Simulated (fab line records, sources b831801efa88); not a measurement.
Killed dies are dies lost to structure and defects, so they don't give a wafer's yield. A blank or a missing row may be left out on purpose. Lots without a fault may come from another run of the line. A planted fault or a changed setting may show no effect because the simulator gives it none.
Split-lot experiment | flow gf180mcu | 5 lots, 23 wafers read, on a route of 602 steps

THE SPLIT
At GF_V3_CVD_02 (deposits SiO2 from TEOS, target thk 850 nm, time 94.851 s), the setting time_s was moved away from the recipe's 94.851 s on 5 of the 23 wafers read, by -14.8% to -11.0%. The other wafers ran this setting at the recipe's value.

The file shows no step between the split and the reading.

THE READING
V3_CVD_02_THK, in nm, at GF_V3_THK_MEAS_03. Fault-free wafers of this fab line usually give 849 nm, standard deviation 14 nm.

wafer  | tool, chamber at the split | time_s as run, s | against the recipe | V3_CVD_02_THK, nm | against lot-mates on the recipe
L074.2 | pecvd-04, 2                | 94.851           | recipe             | 859               | -
L074.3 | pecvd-04, 1                | 84.37            | -11.0%             | 767               | -101
L074.4 | pecvd-04, 2                | 84.37            | -11.0%             | 777               | -91
L074.5 | pecvd-04, 0                | 94.851           | recipe             | 872               | -
L074.6 | pecvd-04, 1                | 94.851           | recipe             | 873               | -
L078.1 | pecvd-03, 0                | 80.79            | -14.8%             | 713               | -126
L078.2 | pecvd-03, 2                | 80.79            | -14.8%             | 714               | -125
L078.4 | pecvd-03, 1                | 80.79            | -14.8%             | 735               | -104
L078.5 | pecvd-03, 0                | 94.851           | recipe             | 844               | -
L078.6 | pecvd-03, 2                | 94.851           | recipe             | 834               | -
L082.2 | pecvd-03, 2                | 94.851           | recipe             | 830               | -
L082.3 | pecvd-03, 0                | 94.851           | recipe             | 842               | -
L082.4 | pecvd-03, 0                | 94.851           | recipe             | 861               | -
L084.1 | pecvd-03, 0                | 94.851           | recipe             | 843               | -
L084.2 | pecvd-03, 2                | 94.851           | recipe             | 855               | -
L084.3 | pecvd-03, 1                | 94.851           | recipe             | 845               | -
L084.4 | pecvd-03, 0                | 94.851           | recipe             | 868               | -
L084.6 | pecvd-03, 2                | 94.851           | recipe             | 866               | -
L085.1 | pecvd-03, 2                | 94.851           | recipe             | 837               | -
L085.3 | pecvd-03, 1                | 94.851           | recipe             | 828               | -
L085.4 | pecvd-03, 1                | 94.851           | recipe             | 843               | -
L085.5 | pecvd-03, 2                | 94.851           | recipe             | 848               | -
L085.6 | pecvd-03, 0                | 94.851           | recipe             | 843               | -

THE FIT
A straight line over all 23 wafers: V3_CVD_02_THK changes by +8.27 nm for each +1% of time_s; r = +0.96; the points scatter about the line by 14 nm.
The same after taking each lot's own level away (the mean of its wafers on the recipe; 23 wafers): +8.16 nm for each +1%; r = +0.98; scatter 9.5 nm.
On that fit, the largest move of time_s shifts the reading by 1.2e+02 nm.
The lots' own levels span 839.0 to 868.0 nm, that is 2.1 times the standard deviation above.
So the lot-to-lot level changes the slope little: the two slopes agree.
Check: with one of the wafers moved furthest among these (-14.8%) left out of the fit, the line predicts -120 nm for it against its lot-mates. It came out at -126 nm against them.

OTHER SPLITS ON THESE WAFERS
These wafers also went through other splits before the reading. Each is held against what the fit with the lots' levels taken away leaves over:
other split on the same wafers | wafers away from the commonest value | r with V3_CVD_02_THK (lot level and that fit taken away)
GF_M3_SPUTTER_00 power_w       | 4                                    | -0.06

THE WHOLE CHAIN: every reading that the file lists as answering this split, in the file's order
step              | what it does                                              | reading                                                                   | change (the file's fit)              | r (the file's)
GF_V3_CVD_02      | deposits SiO2 from TEOS, target thk 850 nm, time 94.851 s | SiO2_of_V3_CVD_02.thk_nm (the simulator's own value, which no gauge read) | +8.26 nm for each +1% of the setting | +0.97
GF_V3_THK_MEAS_03 |                                                           | V3_CVD_02_THK                                                             | +8.23 for each +1% of the setting    | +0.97
GF_V3_CMP_04      | polishes SiO2                                             | time_to_endpoint_s                                                        | withheld for each +1% of the setting | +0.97

THE FILE'S OWN FIT
V3_CVD_02_THK changes by +8.23 nm for each +1% of time_s, r = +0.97.
